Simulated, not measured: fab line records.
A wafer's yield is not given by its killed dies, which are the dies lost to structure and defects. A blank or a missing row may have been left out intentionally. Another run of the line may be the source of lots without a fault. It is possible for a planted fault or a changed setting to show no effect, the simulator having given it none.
Split-lot trial ; flow gf180mcu ; 5 lots, 23 wafers read, on a route of 602 steps

SPLIT DETAILS
At GF_M4_SPUTTER_00 (material Ti, target thk 37.5 nm, time 150 s), the setting time-s was moved away from the recipe's 150 s on 9 of the 23 wafers read, by +4.1% to +14.9%. All remaining wafers had this setting at the recipe value.

The reading is taken at the split's own step.

THE READING
Ti_of_M4_SPUTTER_00.thk-nm (the simulator's own value, which no gauge read), in nm, at GF_M4_SPUTTER_00 (material Ti, target thk 37.5 nm, time 150 s). The file gives no usual value for it. Here, 14 wafers ran the recipe; their average is 37.40 nm with a standard deviation of 0.38 nm.

wafer;tool, chamber at the split;time-s as run, s;against the recipe;Ti_of_M4_SPUTTER_00.thk-nm, nm;against lot-mates on the recipe
L076.1;pvd-sputter-01, -;150;recipe;37.4;-
L076.2;pvd-sputter-01, -;150;recipe;37.65;-
L076.3;pvd-sputter-01, -;156.1;+4.1%;38.91;+1.55
L076.5;pvd-sputter-01, -;156.1;+4.1%;39.32;+1.96
L076.6;pvd-sputter-01, -;150;recipe;37.02;-
L078.1;pvd-sputter-01, -;150;recipe;37.95;-
L078.2;pvd-sputter-01, -;172.3;+14.9%;43.37;+5.58
L078.3;pvd-sputter-01, -;172.3;+14.9%;43.12;+5.33
L078.4;pvd-sputter-01, -;150;recipe;37.82;-
L078.6;pvd-sputter-01, -;150;recipe;37.59;-
L081.1;pvd-sputter-01, -;167.4;+11.6%;41.79;+4.00
L081.2;pvd-sputter-01, -;167.4;+11.6%;42.1;+4.31
L081.3;pvd-sputter-01, -;167.4;+11.6%;41.36;+3.57
L081.4;pvd-sputter-01, -;150;recipe;37.81;-
L081.6;pvd-sputter-01, -;150;recipe;37.77;-
L080.1;pvd-sputter-01, -;150;recipe;36.61;-
L080.3;pvd-sputter-01, -;150;recipe;37.26;-
L080.5;pvd-sputter-01, -;150;recipe;36.96;-
L085.1;pvd-sputter-03, -;165.5;+10.3%;41.25;+4.00
L085.2;pvd-sputter-03, -;165.5;+10.3%;40.97;+3.72
L085.3;pvd-sputter-03, -;150;recipe;37.45;-
L085.5;pvd-sputter-03, -;150;recipe;37.15;-
L085.6;pvd-sputter-03, -;150;recipe;37.16;-

THE FIT
A straight line over all 23 wafers: Ti_of_M4_SPUTTER_00.thk-nm changes by +0.38 nm for each +1% of time-s; r = +0.99; the points scatter about the line by 0.36 nm.
The same after taking each lot's own level away (the mean of its wafers on the recipe; 23 wafers): +0.359 nm for each +1%; r = +0.99; scatter 0.25 nm.
On that fit, the largest move of time-s shifts the reading by 5.3 nm.
The lots' own levels span 36.943 to 37.790 nm, that is 2.2 times the standard deviation above.
So the lot-to-lot level changes the slope little: the two slopes agree.
Check: for one of the wafers moved furthest among these (+14.9%), held out of the fit, the line's prediction against its lot-mates is +5.3 nm. It came out at +5.58 nm against them.

THE OTHER SPLITS THESE WAFERS WENT THROUGH
Note: prior to the reading, these wafers also went through further splits. Each is held against what the fit with the lots' levels taken away leaves over:
other split on the same wafers;wafers away from the commonest value;r with Ti_of_M4_SPUTTER_00.thk-nm (lot level and that fit taken away)
GF_V3_CVD_23 temp-c;11;-0.19

THE FILE'S OWN FIT
Ti_of_M4_SPUTTER_00.thk-nm changes by +0.363 nm for each +1% of time-s, r = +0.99.
